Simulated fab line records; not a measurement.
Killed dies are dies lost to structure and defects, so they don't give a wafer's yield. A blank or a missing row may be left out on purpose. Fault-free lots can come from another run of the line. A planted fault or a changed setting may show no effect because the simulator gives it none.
fab line records	flow sky130
record: lots: 6	wafers: 18	last-day: 51
route steps=708 shown LOCAL_INTERCONNECT@394 CONTACT@406 PAD_OPEN@708
lots that met no fault: taken from a fault-free run of the same line
start-h: the number of hours between the record's first day and the start of the first shown wafer of the lot	wait-h: hours from the lot's prior step to this one	" unchanged from the row above	L1.1+2: a single row standing in for several wafers	- value missing, or start not given	* or withheld: withheld	< > ~ a bound
route shown NAME@n: names a module that has steps shown in the file, with the first one's number in the route	usual: mean and standard deviation over wafers with no fault	same: alike in all rows	chamber/n: place in a boat	sites: per-site readings	_std_site: the values' standard deviation	_edge_site: mean of outer sites minus mean of inner sites	radius-mm: for every site, how far away it sits from the centre of the wafer	mask NAME#n: copy n	behind: tool/chamber where the wafer was last shaped	hold: reason for holding the lot/hours on hold/outcome of the hold	device: the n, p or np transistor that did not switch	end of line: tests of these same wafers at the route's end	for a step that has no rows: nothing shown but its recipe	killed: dies lost to structure and defects at the first sort, not the wafer's yield	map: a wafer's dies, x killed, . not, _ none there
set.NAME: setting as actually run; set.NAME@STEP: the setting as run at that earlier step	model.NAME: the simulator's own value behind a step, which no gauge read
lots seen at some steps along the route; tables by step, rows by wafer
services: the hour from which a tool's chamber was out of use, counted from the record's first day as start-h (under 0 if before that day), plus the number of hours and why
== steps ==
step: SKY_LOCAL_INTERCONNECT_SOFTBAKE_07
recipe: temp-c: 100	time-s: 90	resist: KrF-thick
step: SKY_LOCAL_INTERCONNECT_EXPOSE_08
recipe: mask-id: LI1M	na: 0.8	source-shape: annular	sigma-inner: 0.55	sigma-outer: 0.85	target-cd-nm: 170	dose-mj: 28
step: SKY_LOCAL_INTERCONNECT_PEB_09
recipe: peb-temp-c: withheld	peb-time-s: withheld	resist: KrF-thick
step: SKY_LOCAL_INTERCONNECT_DEVELOP_10
recipe: develop-time-s: 60	resist: KrF-thick	dev-temp-c: 21
step: SKY_LOCAL_INTERCONNECT_CD_MEAS_11
recipe: target-cd-nm: 170
usual: cd-nm: 169.8/1.5
lot.wafer	tool	chamber	start-h	wait-h	cd-nm
L931.1	cd-sem-01	-	731.19	-	167.6
L931.5	"	-	"	"	168.6
L931.6	"	-	"	"	168.4
L936.3	cd-sem-02	-	782.63	-	170.7
L936.4	"	-	"	"	171.7
L936.6	"	-	"	"	169.9
L947.3	cd-sem-02	-	879.93	-	170.6
L947.4	"	-	"	"	168.1
L947.6	"	-	"	"	168.7
L949.3	cd-sem-01	-	889.33	-	170.4
L949.4	"	-	"	"	170.9
L949.6	"	-	"	"	171.2
L948.1	cd-sem-01	-	890.64	-	169.2
L948.3	"	-	"	"	169.8
L948.6	"	-	"	"	170.3
L950.2	cd-sem-02	-	896.46	-	169.9
L950.3	"	-	"	"	169.4
L950.6	"	-	"	"	169.0
step: SKY_LOCAL_INTERCONNECT_OVL_MEAS_12
usual: LOCAL_INTERCONNECT_OVL: 5/6.4
lot.wafer	tool	chamber	start-h	wait-h	LOCAL_INTERCONNECT_OVL[nm]
L931.1	overlay-01	-	731.31	0.1	8
L931.5	"	-	"	"	3
L931.6	"	-	"	"	12
L936.3	overlay-01	-	782.72	0.1	-11
L936.4	"	-	"	"	-5
L936.6	"	-	"	"	1
L947.3	overlay-02	-	880.02	0.1	6
L947.4	"	-	"	"	1
L947.6	"	-	"	"	6
L949.3	overlay-02	-	889.42	0.1	6
L949.4	"	-	"	"	-1
L949.6	"	-	"	"	6
L948.1	overlay-02	-	890.76	0.1	10
L948.3	"	-	"	"	8
L948.6	"	-	"	"	2
L950.2	overlay-01	-	896.57	0.1	13
L950.3	"	-	"	"	14
L950.6	"	-	"	"	5
step: SKY_LOCAL_INTERCONNECT_ETCH_13
recipe: chemistry: N2/H2	target: BARC	ion-energy-ev: 200	bias-w: 100	pressure-mtorr: 30	n2-flow-sccm: 100	h2-flow-sccm: 200	icp-w: 500	stop-on: SiO2	time-s: 45.9	target-depth-a: 600
usual: drypump-motor-current-A: 5.88/0.3	oes-product-au: 0.855/0.0043	throttle-valve-pct: 13.225/0.009
lot.wafer	tool	chamber	start-h	wait-h	drypump-motor-current-A	oes-product-au	rf-hours-counter-h	throttle-valve-pct
L931.1	rie-metal-02	0	731.35	0.0	5.86	0.856	10	13.219
L931.5	"	0	"	"	5.86	0.850	-	13.233
L931.6	"	1	"	"	6.09	0.850	-	13.222
L936.3	rie-metal-04	1	782.77	0.0	5.73	0.847	-	13.217
L936.4	"	0	"	"	6.17	0.853	-	13.222
L936.6	"	0	"	"	6.16	0.852	-	13.224
L947.3	rie-metal-01	0	880.07	0.0	5.24	0.851	-	13.227
L947.4	"	1	"	"	6.13	0.852	-	13.228
L947.6	"	0	"	"	5.23	0.851	-	13.232
L949.3	rie-metal-01	1	889.47	0.0	6.08	0.856	-	13.232
L949.4	"	0	"	"	5.21	0.854	-	13.227
L949.6	"	1	"	"	6.09	0.857	-	13.231
L948.1	rie-metal-01	1	890.80	0.0	6.10	0.854	12	13.208
L948.3	"	1	"	"	6.07	0.852	-	13.226
L948.6	"	0	"	"	5.21	0.853	-	13.242
L950.2	rie-metal-01	1	896.60	0.0	6.05	0.850	12	13.229
L950.3	"	1	"	"	6.06	0.854	-	13.220
L950.6	"	0	"	"	5.23	0.855	-	13.224
step: SKY_LOCAL_INTERCONNECT_METAL_ETCH_14
recipe: target-depth-nm: 110	stop-on: PSG	chemistry: Cl2/BCl3	target: TiN	resist-sidewall-deg: 88	pressure-mtorr: 10	icp-w: 900	bias-w: 48.5	Cl2_flow_sccm: 60	bcl3-flow-sccm: 30	time-s: 31.4
usual: drypump-motor-current-A: 5.88/0.3	oes-product-au: 0.942/0.0074	throttle-valve-pct: 21.900/0.0097
lot.wafer	tool	chamber	start-h	wait-h	drypump-motor-current-A	oes-product-au	rf-hours-counter-h	throttle-valve-pct
L931.1	rie-metal-02	0	731.41	0.0	5.84	0.943	10	21.901
L931.5	"	0	"	"	5.84	0.928	-	21.901
L931.6	"	1	"	"	6.10	0.937	-	21.897
L936.3	rie-metal-04	1	782.83	0.0	5.72	0.942	-	21.889
L936.4	"	0	"	"	6.17	0.943	-	21.887
L936.6	"	0	"	"	6.17	0.941	-	21.916
L947.3	rie-metal-01	0	880.13	0.0	5.21	0.926	-	21.900
L947.4	"	1	"	"	6.11	0.942	-	21.908
L947.6	"	0	"	"	5.22	0.945	-	21.896
L949.3	rie-metal-01	1	889.53	0.0	6.12	0.943	-	21.893
L949.4	"	0	"	"	5.22	0.943	-	21.901
L949.6	"	1	"	"	6.06	0.956	-	21.899
L948.1	rie-metal-01	1	890.86	0.0	6.09	0.929	12	21.901
L948.3	"	1	"	"	6.12	0.934	-	21.896
L948.6	"	0	"	"	5.23	0.928	-	21.894
L950.2	rie-metal-01	1	896.66	0.0	6.03	0.946	12	21.901
L950.3	"	1	"	"	6.04	0.950	-	21.888
L950.6	"	0	"	"	5.23	0.950	-	21.882
step: SKY_LOCAL_INTERCONNECT_STRIP_15
recipe: chemistry: O2/N2	power-w: 1400	pressure-mtorr: 1500	platen-temp-c: withheld	o2-flow-sccm: 3000	n2-flow-sccm: 300	overash-fraction: 0.5
step: SKY_LOCAL_INTERCONNECT_STRIP_16
recipe: chemistry: post-etch-residue-remover	time-s: 1200	temp-c: 72.5
step: SKY_LOCAL_INTERCONNECT_CLEAN_17
recipe: chemistry: IPA	time-s: 180	temp-c: 25
step: SKY_LOCAL_INTERCONNECT_CLEAN_18
recipe: chemistry: O3/DIW	dry: n2-spin
step: SKY_CONTACT_CVD_00
recipe: material: Si3N4	target-thk-nm: 75	temp-c: 400	time-s: withheld	rf-w: 450
usual: heater-power-w: 667/95
lot.wafer	tool	chamber	start-h	wait-h	heater-power-w	model.Si3N4_of_CONTACT_CVD_00.thk-nm
L931.1	pecvd-02	0	732.09	0.0	533	75.29
L931.5	"	2	"	"	774	76.95
L931.6	"	0	"	"	554	75.31
L936.3	pecvd-02	1	783.46	0.0	663	75.14
L936.4	"	2	"	"	775	75.89
L936.6	"	1	"	"	675	76.81
L947.3	pecvd-03	1	880.77	0.0	592	74.76
L947.4	"	2	"	"	695	75.66
L947.6	"	2	"	"	709	75.61
L949.3	pecvd-03	2	890.15	0.0	700	74.58
L949.4	"	1	"	"	531	74.85
L949.6	"	2	"	"	709	75.17
L948.1	pecvd-02	0	891.51	0.0	559	61.48
L948.3	"	1	"	"	687	76.29
L948.6	"	2	"	"	771	76.33
L950.2	pecvd-02	2	897.30	0.0	746	74.85
L950.3	"	1	"	"	733	75.39
L950.6	"	0	"	"	454	62.99
step: SKY_CONTACT_THK_MEAS_01
recipe: reads: Si3N4_of_CONTACT_CVD_00
usual: CONTACT_CVD_00_THK: 75.2/0.97
lot.wafer	tool	chamber	start-h	wait-h	CONTACT_CVD_00_THK[nm]
L931.1	film-metro-03	-	732.13	-	75.3
L931.5	"	-	"	"	76.9
L931.6	"	-	"	"	75.4
L936.3	film-metro-02	-	783.52	-	75.2
L936.4	"	-	"	"	75.9
L936.6	"	-	"	"	76.8
L947.3	film-metro-03	-	880.82	-	74.8
L947.4	"	-	"	"	75.7
L947.6	"	-	"	"	75.7
L949.3	film-metro-01	-	890.21	-	74.6
L949.4	"	-	"	"	74.9
L949.6	"	-	"	"	75.1
L948.1	film-metro-02	-	891.54	-	61.5
L948.3	"	-	"	"	76.3
L948.6	"	-	"	"	76.4
L950.2	film-metro-03	-	897.35	-	74.8
L950.3	"	-	"	"	75.3
L950.6	"	-	"	"	63.0
step: SKY_CONTACT_HDPCVD_02
recipe: material: SiO2	target-thk-nm: 565	sigma-open-frac: 0.3	time-s: 94.2	temp-c: 600	sih4-flow-sccm: 60	pressure-mtorr: 6
step: SKY_CONTACT_THK_MEAS_03
recipe: reads: SiO2_of_CONTACT_HDPCVD_02
usual: CONTACT_HDPCVD_THK: 568/6.9
lot.wafer	tool	chamber	start-h	wait-h	CONTACT_HDPCVD_THK[nm]
L931.1	film-metro-01	-	732.26	0.0	563
L931.5	"	-	"	"	569
L931.6	"	-	"	"	558
L936.3	film-metro-01	-	783.65	0.1	572
L936.4	"	-	"	"	567
L936.6	"	-	"	"	565
L947.3	film-metro-03	-	880.95	0.1	562
L947.4	"	-	"	"	562
L947.6	"	-	"	"	563
L949.3	film-metro-03	-	890.34	0.1	565
L949.4	"	-	"	"	563
L949.6	"	-	"	"	567
L948.1	film-metro-03	-	891.67	0.0	559
L948.3	"	-	"	"	563
L948.6	"	-	"	"	559
L950.2	film-metro-03	-	897.48	0.0	557
L950.3	"	-	"	"	574
L950.6	"	-	"	"	561
step: SKY_CONTACT_CMP_04
recipe: material: SiO2	down-force-psi: 4	platen-rpm: 60	pad-velocity-m-s: 0.94248
usual: motor-current-A: 11.5/1.1	retaining-ring-pressure-frac: 1.000/0.0047
lot.wafer	tool	chamber	start-h	wait-h	motor-current-A	retaining-ring-pressure-frac
L931.1	cmp-02	2	732.42	0.1	10.4	0.990
L931.6	"	0	"	"	11.4	0.997
L931.5	"	1	"	"	11.7	0.996
L936.4	cmp-02	1	783.74	0.1	12.3	0.998
L936.3	"	2	"	"	10.8	1.003
L936.6	"	1	"	"	11.9	0.999
L947.4	cmp-02	1	880.99	0.0	11.9	0.999
L947.3	"	2	"	"	11.7	1.001
L947.6	"	2	"	"	11.0	1.001
L949.3	cmp-02	2	890.38	0.0	10.7	0.999
L949.4	"	1	"	"	12.0	1.005
L949.6	"	3	"	"	11.4	1.002
L948.1	cmp-02	2	891.73	0.1	11.1	1.003
L948.3	"	1	"	"	12.0	1.002
L948.6	"	2	"	"	10.8	1.000
L950.2	cmp-02	1	897.57	0.1	12.5	1.002
L950.3	"	3	"	"	11.5	1.004
L950.6	"	2	"	"	11.2	0.995
step: SKY_CONTACT_BOW_MEAS_05
recipe: mode: bow
usual: CONTACT_BOW: 81/7.1
lot.wafer	tool	chamber	start-h	wait-h	CONTACT_BOW[um]
L931.1	film-metro-03	-	732.62	0.1	81
L931.5	"	-	"	"	82
L931.6	"	-	"	"	83
L936.3	film-metro-02	-	784.03	0.2	60
L936.4	"	-	"	"	76
L936.6	"	-	"	"	72
L947.3	film-metro-02	-	881.33	0.2	79
L947.4	"	-	"	"	82
L947.6	"	-	"	"	76
L949.3	film-metro-02	-	890.72	0.3	88
L949.4	"	-	"	"	90
L949.6	"	-	"	"	80
L948.1	film-metro-03	-	892.03	0.2	74
L948.3	"	-	"	"	73
L948.6	"	-	"	"	72
L950.2	film-metro-03	-	897.89	0.3	84
L950.3	"	-	"	"	92
L950.6	"	-	"	"	89
step: SKY_CONTACT_DEHYDRATE_06
recipe: temp-c: 200	time-s: 60
step: SKY_CONTACT_HMDS_07
recipe: prime-time-s: 60	prime-temp-c: 120
step: SKY_CONTACT_COAT_08
recipe: resist: BARC	temp-c: withheld	time-s: withheld	spin-rpm: 3000	resist-thk-nm: 60
step: SKY_CONTACT_COAT_09
recipe: resist: KrF-thick	spin-rpm: 3000	resist-thk-nm: 450
step: SKY_CONTACT_SOFTBAKE_10
recipe: temp-c: 100	time-s: 90	resist: KrF-thick
step: SKY_CONTACT_EXPOSE_11
recipe: mask-id: CTM1	na: 0.8	source-shape: annular	sigma-inner: 0.55	sigma-outer: 0.85	target-cd-nm: 170	dose-mj: 38
step: SKY_CONTACT_PEB_12
recipe: peb-temp-c: withheld	peb-time-s: withheld	resist: KrF-thick
step: SKY_CONTACT_DEVELOP_13
recipe: develop-time-s: 60	resist: KrF-thick	dev-temp-c: 21
step: SKY_CONTACT_CD_MEAS_14
recipe: target-cd-nm: 170
usual: cd-nm: 170.2/1.6
lot.wafer	tool	chamber	start-h	wait-h	cd-nm
L931.1	cd-sem-01	-	761.29	-	168.3
L931.5	"	-	"	"	168.6
L931.6	"	-	"	"	168.6
L936.3	cd-sem-01	-	813.18	-	174.0
L936.4	"	-	"	"	171.8
L936.6	"	-	"	"	172.3
L947.3	cd-sem-02	-	910.39	-	167.8
L947.4	"	-	"	"	169.0
L947.6	"	-	"	"	170.3
L949.3	cd-sem-02	-	919.73	-	172.1
L949.4	"	-	"	"	171.9
L949.6	"	-	"	"	170.6
L948.1	cd-sem-02	-	921.39	-	168.9
L948.3	"	-	"	"	169.8
L948.6	"	-	"	"	168.6
L950.2	cd-sem-02	-	927.06	-	171.3
L950.3	"	-	"	"	170.3
L950.6	"	-	"	"	171.8
step: SKY_CONTACT_OVL_MEAS_15
usual: CONTACT_OVL: 0/6.6
lot.wafer	tool	chamber	start-h	wait-h	CONTACT_OVL[nm]
L931.1	overlay-01	-	761.41	0.1	14
L931.5	"	-	"	"	10
L931.6	"	-	"	"	3
L936.3	overlay-02	-	813.27	0.1	4
L936.4	"	-	"	"	3
L936.6	"	-	"	"	-1
L947.3	overlay-01	-	910.48	0.1	-4
L947.4	"	-	"	"	-4
L947.6	"	-	"	"	1
L949.3	overlay-02	-	919.83	0.1	5
L949.4	"	-	"	"	5
L949.6	"	-	"	"	4
L948.1	overlay-02	-	921.51	0.1	8
L948.3	"	-	"	"	11
L948.6	"	-	"	"	15
L950.2	overlay-01	-	927.17	0.1	8
L950.3	"	-	"	"	6
L950.6	"	-	"	"	4
step: SKY_CONTACT_ETCH_16
recipe: chemistry: N2/H2	target: BARC	ion-energy-ev: 200	source-w: 500	bias-w: 100	pressure-mtorr: 30	n2-flow-sccm: 100	h2-flow-sccm: 200	stop-on: SiO2	time-s: 45.9	target-depth-a: 600
usual: drypump-motor-current-A: 5.7/0.33	oes-product-au: 0.855/0.0046	throttle-valve-pct: 13.224/0.0089
lot.wafer	tool	chamber	start-h	wait-h	drypump-motor-current-A	oes-product-au	rf-hours-counter-h	throttle-valve-pct
L931.1	rie-diel-02	3	761.45	0.0	5.5	0.856	14	13.230
L931.5	"	2	"	"	6.2	0.846	-	13.218
L931.6	"	1	"	"	5.4	0.854	-	13.225
L936.3	rie-diel-01	1	813.30	0.0	5.9	0.857	7	13.225
L936.4	"	2	"	"	5.5	0.845	9	13.226
L936.6	"	3	"	"	5.1	0.856	-	13.225
L947.3	rie-diel-02	2	910.51	0.0	6.2	0.851	6	13.223
L947.4	"	1	"	"	5.4	0.850	19	13.211
L947.6	"	1	"	"	5.4	0.855	-	13.229
L949.3	rie-diel-01	1	919.85	0.0	5.9	0.851	11	13.225
L949.4	"	1	"	"	5.9	0.852	-	13.215
L949.6	"	3	"	"	5.1	0.849	-	13.231
L948.1	rie-diel-03	0	921.55	0.0	5.7	0.851	7	13.232
L948.3	"	2	"	"	5.6	0.848	7	13.225
L948.6	"	2	"	"	5.6	0.860	-	13.236
L950.2	rie-diel-02	1	927.20	0.0	5.3	0.860	20	13.223
L950.3	"	0	"	"	5.5	0.854	2	13.226
L950.6	"	1	"	"	5.4	0.855	-	13.231
step: SKY_CONTACT_ETCH_17
recipe: target: SiO2	chemistry: C4F8/O2/Ar	stop-on: Si3N4	mask-material: KrF-thick	source-w: 1500	bias-w: 1200	pressure-mtorr: 40	c4f8-flow-sccm: withheld	O2_flow_sccm: 6	Ar_flow_sccm: 300	time-s: withheld	target-depth-a: 3400
step: SKY_CONTACT_ETCH_18
recipe: target: Si3N4	chemistry: CHF3/O2	stop-on: TiN	source-w: 600	bias-w: 200	pressure-mtorr: 40	chf3-flow-sccm: 50	O2_flow_sccm: 5	time-s: 39	target-depth-a: 750
usual: drypump-motor-current-A: 5.7/0.33	oes-product-au: 0.856/0.0078	throttle-valve-pct: 8.794/0.01
lot.wafer	tool	chamber	start-h	wait-h	drypump-motor-current-A	oes-product-au	rf-hours-counter-h	throttle-valve-pct	model.etch.depth-nm
L931.1	rie-diel-02	3	-	-	5.5	0.864	14	8.792	75.29
L931.5	"	2	"	"	6.2	0.867	-	8.800	76.95
L931.6	"	1	"	"	5.4	0.859	-	8.783	75.31
L936.3	rie-diel-01	1	-	-	5.9	0.852	7	8.782	75.14
L936.4	"	2	"	"	5.6	0.857	9	8.789	75.89
L936.6	"	3	"	"	5.1	0.871	-	8.798	76.81
L947.3	rie-diel-02	2	-	-	6.2	0.862	6	8.787	74.76
L947.4	"	1	"	"	5.4	0.857	19	8.802	75.66
L947.6	"	1	"	"	5.4	0.855	-	8.780	75.61
L949.3	rie-diel-01	1	-	-	5.9	0.853	11	8.785	74.58
L949.4	"	1	"	"	5.9	0.850	-	8.791	74.85
L949.6	"	3	"	"	5.1	0.856	-	8.787	75.17
L948.1	rie-diel-03	0	-	-	5.7	0.767	7	8.752	61.48
L948.3	"	2	"	"	5.6	0.866	8	8.784	76.29
L948.6	"	2	"	"	5.6	0.859	-	8.800	76.33
L950.2	rie-diel-02	1	-	-	5.4	0.853	20	8.795	74.85
L950.3	"	0	"	"	5.5	0.861	2	8.795	75.39
L950.6	"	1	"	"	5.4	0.775	-	8.787	62.99
step: SKY_CONTACT_STRIP_19
recipe: chemistry: O2/N2	power-w: 1400	pressure-mtorr: 1500	platen-temp-c: withheld	o2-flow-sccm: 3000	n2-flow-sccm: 300	overash-fraction: 0.5
usual: drypump-motor-current-A: 5.8/0.57	oes-product-au: 0.382/0.0051	strip-time-to-endpoint-s: 3.637/0.029
lot.wafer	tool	chamber	start-h	wait-h	drypump-motor-current-A	oes-product-au	rf-hours-counter-h	strip-time-to-endpoint-s
L931.1	plasma-asher-02	1	761.58	-	6.0	0.384	2	3.604
L931.5	"	0	"	"	5.6	0.379	-	3.580
L931.6	"	1	"	"	6.0	0.388	-	3.689
L936.3	plasma-asher-02	1	813.46	-	6.0	0.369	-	3.635
L936.4	"	0	"	"	5.6	0.383	-	3.642
L936.6	"	0	"	"	5.6	0.376	-	3.614
L947.3	plasma-asher-02	0	910.67	-	5.5	0.379	-	3.615
L947.4	"	1	"	"	6.0	0.382	-	3.672
L947.6	"	0	"	"	5.6	0.374	-	3.677
L949.3	plasma-asher-03	1	920.01	-	6.7	0.373	-	3.548
L949.4	"	0	"	"	5.0	0.381	-	3.571
L949.6	"	0	"	"	5.0	0.387	-	3.571
L948.1	plasma-asher-02	0	921.68	-	5.5	0.376	18	3.594
L948.3	"	0	"	"	5.5	0.382	-	3.680
L948.6	"	0	"	"	5.6	0.382	-	3.672
L950.2	plasma-asher-03	0	927.33	-	5.0	0.383	49	3.671
L950.3	"	1	"	"	6.7	0.373	-	3.660
L950.6	"	0	"	"	5.0	0.377	-	3.675
step: SKY_PAD_OPEN_PROBE_99
usual: killed_at_M0_to_M3: 44/7.1	killed_at_M4_up: 3.3/1.9	killed-at-contacts: 24/5.3	killed-at-front-end: 15/4.5	killed-at-other: 0.3/0.55	killed-dies: 86/9.5	killed-open: 46/7.3	killed-short: 39/6.4
same: gross-dies: 492	killed-at-back-side: 0
lot.wafer	tool	chamber	start-h	wait-h	killed_at_M0_to_M3	killed_at_M4_up	killed-at-contacts	killed-at-front-end	killed-at-other	killed-dies	killed-open	killed-short
L931.1	prober-01	-	1117.86	0.1	63	1	12	19	0	95	59	36
L931.5	prober-01	-	1118.06	0.2	45	6	17	16	0	84	45	39
L931.6	prober-01	-	1118.11	0.2	45	2	16	9	2	74	38	35
L936.3	prober-02	-	1157.32	0.2	36	7	20	17	0	80	39	41
L936.4	prober-02	-	1157.37	0.2	42	3	18	18	0	81	42	39
L936.6	prober-02	-	1157.47	0.2	58	4	22	10	0	94	50	44
L947.3	prober-01	-	1220.32	0.2	43	5	33	21	0	102	54	48
L947.4	prober-01	-	1220.37	0.2	42	5	24	15	0	86	48	38
L947.6	prober-01	-	1220.47	0.2	43	3	25	17	0	88	51	35
L949.3	prober-02	-	1225.32	0.2	39	3	31	9	0	82	51	31
L949.4	prober-02	-	1225.37	0.2	39	7	28	12	1	87	37	50
L949.6	prober-02	-	1225.47	0.2	48	5	16	11	0	80	42	38
L948.1	prober-01	-	1226.01	0.1	40	1	20	13	0	74	37	37
L948.3	prober-01	-	1226.11	0.2	43	5	24	13	1	86	43	43
L948.6	prober-01	-	1226.26	0.2	37	3	27	12	0	79	45	33
L950.2	prober-02	-	1230.66	0.1	50	3	26	16	0	95	51	44
L950.3	prober-02	-	1230.71	0.2	40	2	28	17	0	87	33	53
L950.6	prober-02	-	1230.86	0.2	43	8	22	22	1	96	44	51
killed by level:class
L931.1 VIA1:geometric-particle:open=13 VIA2:geometric-particle:open=11 VIA3:geometric-particle:open=8 VIA1:geometric-particle:short=7 POLY_GATE:geometric-particle:short=6 METAL3:geometric-particle:short=5 CONTACT:geometric-particle:open=5 FIELD_ISO:geometric-particle:open=4
L931.5 METAL1:geometric-particle:short=9 VIA1:geometric-particle:short=9 VIA1:geometric-particle:open=8 CONTACT:geometric-particle:open=7 VIA2:geometric-particle:open=6 FIELD_ISO:geometric-particle:open=5 POLY_GATE:geometric-particle:short=5 LI_CONTACT:geometric-particle:open=4
L931.6 VIA1:geometric-particle:open=13 CONTACT:geometric-particle:open=6 METAL2:geometric-particle:short=6 VIA1:geometric-particle:short=5 LI_CONTACT:geometric-particle:open=4 METAL1:geometric-particle:short=4 VIA3:geometric-particle:open=4 VIA2:geometric-particle:short=3
L936.3 CONTACT:geometric-particle:open=7 VIA2:geometric-particle:open=7 VIA1:geometric-particle:open=7 CONTACT:geometric-particle:short=6 METAL1:geometric-particle:short=6 FIELD_ISO:geometric-particle:short=5 FIELD_ISO:geometric-particle:open=5 METAL4:geometric-particle:short=5
L936.4 VIA1:geometric-particle:open=12 METAL2:geometric-particle:short=7 LI_CONTACT:geometric-particle:open=6 FIELD_ISO:geometric-particle:short=5 CONTACT:geometric-particle:open=5 CONTACT:geometric-particle:short=4 VIA1:geometric-particle:short=4 METAL3:geometric-particle:short=4
L936.6 VIA2:geometric-particle:open=12 METAL2:geometric-particle:short=10 VIA1:geometric-particle:open=9 LI_CONTACT:geometric-particle:open=7 VIA2:geometric-particle:short=6 VIA3:geometric-particle:open=6 CONTACT:geometric-particle:open=5 VIA1:geometric-particle:short=5
L947.3 CONTACT:geometric-particle:open=13 VIA1:geometric-particle:open=9 POLY_GATE:geometric-particle:open=6 LI_CONTACT:geometric-particle:open=5 VIA2:geometric-particle:open=5 CONTACT:geometric-particle:short=5 METAL2:geometric-particle:short=5 VIA1:geometric-particle:short=5
L947.4 LI_CONTACT:geometric-particle:open=9 METAL2:geometric-particle:short=8 CONTACT:geometric-particle:open=7 VIA2:geometric-particle:open=6 VIA1:geometric-particle:open=5 METAL2:geometric-particle:open=5 POLY_GATE:geometric-particle:open=4 LOCAL_INTERCONNECT:geometric-particle:short=4
L947.6 VIA3:geometric-particle:open=9 VIA2:geometric-particle:open=7 CONTACT:geometric-particle:open=7 VIA1:geometric-particle:open=7 LI_CONTACT:geometric-particle:open=6 POLY_GATE:geometric-particle:short=5 LOCAL_INTERCONNECT:geometric-particle:short=5 FIELD_ISO:geometric-particle:open=4
L949.3 LI_CONTACT:geometric-particle:open=11 VIA1:geometric-particle:open=11 CONTACT:geometric-particle:open=7 LI_CONTACT:geometric-particle:short=5 VIA2:geometric-particle:open=5 VIA3:geometric-particle:open=5 FIELD_ISO:geometric-particle:open=4 CONTACT:geometric-particle:short=4
L949.4 LI_CONTACT:geometric-particle:open=9 METAL1:geometric-particle:short=9 VIA1:geometric-particle:open=8 LI_CONTACT:geometric-particle:short=7 METAL4:geometric-particle:short=6 CONTACT:geometric-particle:short=4 LOCAL_INTERCONNECT:geometric-particle:short=4 METAL2:geometric-particle:short=4
L949.6 VIA1:geometric-particle:open=13 VIA1:geometric-particle:short=12 CONTACT:geometric-particle:open=8 VIA2:geometric-particle:open=6 METAL2:geometric-particle:short=5 FIELD_ISO:geometric-particle:open=4 LI_CONTACT:geometric-particle:open=4 METAL1:geometric-particle:short=4
L948.1 VIA3:geometric-particle:open=7 CONTACT:geometric-particle:open=7 FIELD_ISO:geometric-particle:short=6 LI_CONTACT:geometric-particle:open=6 VIA1:geometric-particle:open=6 VIA2:geometric-particle:open=6 VIA1:geometric-particle:short=5 CONTACT:geometric-particle:short=5
L948.3 CONTACT:geometric-particle:open=12 VIA1:geometric-particle:open=9 VIA1:geometric-particle:short=8 METAL4:geometric-particle:short=5 POLY_GATE:geometric-particle:short=5 METAL1:geometric-particle:short=5 FIELD_ISO:geometric-particle:open=4 METAL2:geometric-particle:short=4
L948.6 CONTACT:geometric-particle:open=10 VIA3:geometric-particle:open=8 LI_CONTACT:geometric-particle:open=7 VIA1:geometric-particle:open=6 METAL1:geometric-particle:short=5 METAL2:geometric-particle:short=5 POLY_GATE:geometric-particle:open=4 CONTACT:geometric-particle:short=4
L950.2 VIA1:geometric-particle:open=11 METAL1:geometric-particle:short=10 LI_CONTACT:geometric-particle:open=9 CONTACT:geometric-particle:open=8 VIA1:geometric-particle:short=6 VIA2:geometric-particle:open=6 VIA2:geometric-particle:short=6 POLY_GATE:geometric-particle:open=5
L950.3 METAL1:geometric-particle:short=10 CONTACT:geometric-particle:open=9 LOCAL_INTERCONNECT:geometric-particle:short=8 CONTACT:geometric-particle:short=6 VIA1:geometric-particle:open=6 VIA2:geometric-particle:open=5 POLY_GATE:geometric-particle:short=4 POLY_GATE:geometric-particle:open=4
L950.6 CONTACT:geometric-particle:open=9 FIELD_ISO:geometric-particle:short=7 LI_CONTACT:geometric-particle:open=7 VIA1:geometric-particle:open=6 POLY_GATE:geometric-particle:short=6 METAL1:geometric-particle:short=6 METAL4:geometric-particle:short=6 VIA2:geometric-particle:short=5
== services ==
tool	chamber	start-h	hours	kind
pecvd-02	-	711.84	4.4	repair
pecvd-03	1	718.06	3.4	repair
rie-metal-01	-	722.92	14.6	pm
rie-diel-03	-	724.88	1.0	repair
rie-metal-04	-	726.01	0.1	repair
cmp-02	-	726.38	1.7	repair
pecvd-02	-	728.16	0.9	repair
pecvd-03	-	733.21	1.3	repair
plasma-asher-02	-	733.75	9.0	pm
rie-diel-01	3	739.53	1.5	repair
plasma-asher-03	-	761.30	3.1	repair
cmp-02	-	776.65	1.7	repair
cmp-02	-	781.23	2.4	repair
rie-diel-01	3	783.16	2.7	repair
cmp-02	-	784.78	4.2	pm
rie-diel-01	2	802.46	3.3	repair
rie-diel-02	-	832.54	14.6	pm
rie-diel-01	-	849.99	2.8	repair
rie-diel-02	-	859.71	0.4	repair
rie-diel-02	2	892.22	7.5	repair
plasma-asher-02	-	894.68	10.7	repair
rie-metal-01	-	903.07	1.0	repair
cmp-02	-	912.25	4.0	pm
rie-diel-01	0	919.83	5.7	repair
== key ==
first-sign: step: SKY_CONTACT_THK_MEAS_01	reading: CONTACT_CVD_00_THK	direction: down	sigmas: 13	usual: 75.2	struck: 62.2
effect: step: SKY_CONTACT_ETCH_18	reading: oes-product-au	direction: down	sigmas: 11	usual: 0.856	struck: 0.771
model-effect: step: SKY_CONTACT_CVD_00	value: Si3N4_of_CONTACT_CVD_00.thk-nm	without: 75.88	struck: 62.23
model-effect: step: SKY_CONTACT_ETCH_18	value: etch.depth-nm	without: 75.88	struck: 62.23
met-at SKY_CONTACT_CVD_00
struck-wafers L948.1,L950.6
tester-left-out L948,L950
onset-between 732.09 891.51
fault: kind: process-parameter-drift	tool: pecvd-02	chamber: 0	onset-h: 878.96	steps: SKY_CONTACT_CVD_00	channel: time-s	offset: withheld	shape: step	end-h: 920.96	acts-in: *
tester-left-out: of these lots the tester's yield and bins aren't shown, on N5 and GAA mostly nor the transistor test; their killed dies are dies lost to structure and defects alone, not to doping, threshold or leakage, so they don't give the yield
